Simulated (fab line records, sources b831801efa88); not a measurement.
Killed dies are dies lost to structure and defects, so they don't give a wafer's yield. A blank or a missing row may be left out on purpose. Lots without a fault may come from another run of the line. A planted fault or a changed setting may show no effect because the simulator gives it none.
Problem report in the 8D (eight disciplines) form, filled by code | flow sky130 | the parts of the form that need people (team, actions taken, sign-off) are left out

1. THE PROBLEM
NWELL_TW at SKY_NWELL_TW_MEAS_15 reads a mean of 1560 on 6 wafers of 2 lots; wafers without a fault read 1825 with a standard deviation of 12. That is -22 standard deviations from the usual mean.
First seen on wafer L792.1, day 9 00:20, on film_metro-03. The record holds 36 wafers of 12 lots with a number at this step. Rule for "out", or "out of limits": more than 4 standard deviations from the usual mean. The other wafers with a number count as sound.

2. WHAT IT IS AND WHAT IT IS NOT
question                    | is                           | is not
which readings at this step | NWELL_TW                     | -
which lots                  | L792, L794                   | L774, L775, L776, L780, L781, L782, L783, L784, L785, L797
which wafers of those lots  | all that have a number       | -
read on which gauges        | film_metro-02, film_metro-03 | film_metro-01
when                        | from day 9 00:20             | up to then (27 sound wafers); but 3 sound wafers of L797 came after

3. SUSPECTS, AND WHAT RULES EACH OUT
Counting: a tool at a process step up to the reading stays a suspect if it ran every lot that is out and no sound lot after the first of them.
- the gauge at SKY_NWELL_TW_MEAS_15: ruled out. The wafers that are out were read on 2 gauges (film_metro-02, film_metro-03).
- implanter-03 at SKY_NWELL_IMPLANT_11: kept. It ran every lot that is out, first L792 (day 8 23:47), and no sound lot after that; its last sound lot up to then is L785 (day 7 11:19). Its own readings are out on those wafers: dose_ions_cm2, faraday_current_uA.
Left after counting: implanter-03 at SKY_NWELL_IMPLANT_11.

4. THE CAUSE (what the simulator had put in)
Process parameter drift: implanter-03, from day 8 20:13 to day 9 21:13, at SKY_NWELL_IMPLANT_11. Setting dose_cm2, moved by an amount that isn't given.
Counting left only this tool.

5. THE CHAIN OF EFFECTS, in route order
Each row: a reading whose mean over the struck wafers that have a number lies more than 3 standard deviations from the usual. Only readings for which the record gives a usual standard deviation are gone through. hours: the time from each lot's start at the first step in this table that gives one to its start at this step, as a median over the lots. sigmas: the change in usual standard deviations.
hours | step                 | reading            | usual        | on struck wafers | change      | sigmas
0     | SKY_NWELL_IMPLANT_11 | dose_ions_cm2      | 1.8996e+13   | 1.1363e+13       | -7.6328e+12 | -99 or more
0     | SKY_NWELL_IMPLANT_11 | faraday_current_uA | 107.2        | 63.5             | -43.7       | -21
1     | SKY_NWELL_TW_MEAS_15 | NWELL_TW           | 1825         | 1560             | -265        | -22
23    | SKY_NWELL_RS_MEAS_29 | NWELL_RS           | 624.0 ohm/sq | 820.1            | +196.1      | +99 or more
The process steps in it:
- SKY_NWELL_IMPLANT_11

6. WHAT WOULD HAVE CAUGHT IT SOONER
In this record the first reading out of limits at a measuring or inspecting step was taken at day 9 00:20, 4 hours after the fault began at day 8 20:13.
The tool's own readings at SKY_NWELL_IMPLANT_11 were out on every struck wafer that the step has a row for (dose_ions_cm2, faraday_current_uA): an alarm limit on them would have fired on the first of those.
Of the lots that are out (2), L794 began SKY_NWELL_IMPLANT_11 on implanter-03 after day 9 00:20. A hold on the tool at that time would have spared it.
